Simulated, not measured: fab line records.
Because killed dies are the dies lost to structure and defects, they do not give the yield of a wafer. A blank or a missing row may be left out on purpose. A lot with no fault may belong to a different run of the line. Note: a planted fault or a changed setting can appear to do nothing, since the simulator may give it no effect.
The tool behind it: which one? ; flow sky130 ; 12 lots, 36 wafers sampled, at 4 steps of a route of 708

== WHAT THE GAUGES READ, wafer by wafer ==
SKY_NWELL_OVL_MEAS_23.
lot;measured;on;NWELL_01_OVL (nm)
L973;day 5 06:37;overlay-01;-0.3 0.8 0.9
L974;day 5 14:02;overlay-02;-1.3 -0.2 -2.1
L975;day 5 20:06;overlay-01;0.5 1.8 -2.0
L983;day 7 20:00;overlay-01;-2.7 -0.9 -0.1
L984;day 8 01:58;overlay-02;0.3 1.9 -1.4
L985;day 8 06:46;overlay-02;-1.0 -1.1 -1.1
L986;day 8 13:04;overlay-02;-1.7 -3.6 -1.2
L987;day 8 20:35;overlay-01;-1.2 -0.1 0.3
L992;day 10 04:25;overlay-02;-0.7 1.5 0.6
L993;day 10 07:46;overlay-02;-1.6 0.5 0.1
L995;day 10 18:23;overlay-01;0.0 -0.5 2.5
L996;day 11 06:14;overlay-01;0.2 1.1 -1.1

SKY_VT_ADJUST_HVTP_OVL_MEAS_08.
lot;measured;on;VT_ADJUST_HVTP_OVL (nm)
L973;day 6 01:35;overlay-02;-3.2 -3.0 -2.5
L974;day 6 08:37;overlay-01;-3.0 -2.7 -3.1
L975;day 6 15:50;overlay-02;-0.3 1.7 -1.7
L983;day 8 17:11;overlay-01;0.5 2.0 -0.4
L984;day 8 23:49;overlay-02;-1.6 -1.6 -0.3
L985;day 9 04:22;overlay-02;0.7 -0.3 -1.2
L986;day 9 11:35;overlay-02;-1.7 1.0 -1.2
L987;day 9 18:33;overlay-02;-0.2 -1.1 -1.1
L992;day 11 04:13;overlay-01;-1.8 -1.5 -0.1
L993;day 11 08:14;overlay-02;-1.0 1.1 1.0
L995;day 11 18:43;overlay-02;-3.1 -0.5 -1.8
L996;day 12 06:38;overlay-01;-3.1 -1.1 -2.0

SKY_VT_ADJUST_HVTR_OVL_MEAS_08.
lot;measured;on;VT_ADJUST_HVTR_OVL (nm)
L973;day 9 10:41;overlay-02;2.3 1.5 3.8
L974;day 9 17:26;overlay-02;1.1 0.7 0.6
L975;day 10 02:59;overlay-01;0.5 1.6 2.0
L983;day 12 12:27;overlay-02;2.5 3.0 1.3
L984;day 12 20:08;overlay-01;2.3 1.3 -0.3
L985;day 12 23:40;overlay-02;0.9 1.4 2.3
L986;day 13 10:34;overlay-02;-0.5 -1.4 -0.5
L987;day 13 18:16;overlay-02;3.6 1.9 0.6
L992;day 15 08:52;overlay-02;1.7 2.7 4.1
L993;day 15 14:20;overlay-02;2.2 2.5 2.2
L995;day 16 03:13;overlay-02;0.0 0.0 0.6
L996;day 16 16:59;overlay-01;3.0 3.7 2.8

== WHAT TOOL EACH LOT RAN ON (gives the tool, then ch and the chambers of the sampled wafers, and finally the start) ==
lot;SKY_FIELD_ISO_CLEAN_19
L973;wet bench-01 ch 1, day 2 05:32
L974;wet bench-01 ch 2, day 2 10:28
L975;wet bench-01 ch 1, day 2 15:59
L983;wet bench-04 ch 3, day 4 09:20
L984;wet bench-04 ch 1, day 4 14:11
L985;wet bench-03 ch 2, day 4 20:59
L986;wet bench-03 ch 0, day 5 00:02
L987;wet bench-03 ch 1, day 5 07:05
L992;wet bench-03 ch 1, day 6 10:44
L993;wet bench-01 ch 3, day 6 13:44
L995;wet bench-03 ch 3, day 6 22:25
L996;wet bench-01 ch 1, day 7 09:14
- SKY_FIELD_ISO_CLEAN_19: cleans in SC1/SC2, time 150 s.

== WHAT THE TOOLS THEMSELVES READ (means of the sampled wafers that have a number; where no wafer has one, the mark that the record gives instead) ==
SKY_FIELD_ISO_CLEAN_19.
lot;tool;run length s (s)
L973;wet bench-01;177
L974;wet bench-01;176
L975;wet bench-01;178
L983;wet bench-04;156
L984;wet bench-04;156
L985;wet bench-03;177
L986;wet bench-03;177
L987;wet bench-03;175
L992;wet bench-03;183
L993;wet bench-01;178
L995;wet bench-03;184
L996;wet bench-01;177

== THE ANSWER, worked out from the rows above alone ==
Rule: the lots themselves supply what counts as usual. Put in order of their means at a reading, lots are off if they are a third of the lots or fewer, leave a main group of 4 or more, and stand apart from it by a gap of 3 or more times the standard deviation of the main group's means; of several such gaps the widest counts. A main group is skipped when, at the precision printed for the reading in the tables above, its means are all equal. Also off: a lot with no number at a reading for which 4 or more lots have one. Any other lot the step has rows for is counted as sound. The gauges are gone through in route order, then the tools' own readings, and for those a lot's mean is taken as printed above. At the first step where some lot is off, the reading lying furthest off is the one used; lots without a number count as furthest.
Off: L983, L984, at SKY_FIELD_ISO_CLEAN_19 (run length s). For the main group the mean is 178 s and the standard deviation 2.8.
A tool fits if, at that step or a process step before it, it ran every lot that is off, and no sound lot after the first of them. One candidate fits, namely wet bench-04 at SKY_FIELD_ISO_CLEAN_19. It ran no sound lot before its first lot that is off in this sample, so the start can't be narrowed down.
The tool's own readings at SKY_FIELD_ISO_CLEAN_19 bear it out: on the lots that are off they differ by more than 5 times the standard deviation of the sound lots' means. run length s reads 156 s there against 178 s on the sound lots.

== WHAT WAS PUT IN BY THE SIMULATOR ==
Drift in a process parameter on wet bench-04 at SKY_FIELD_ISO_CLEAN_19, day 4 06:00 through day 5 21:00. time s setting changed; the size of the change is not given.
Shown lots that were struck: L983, L984. The rule above found the same.
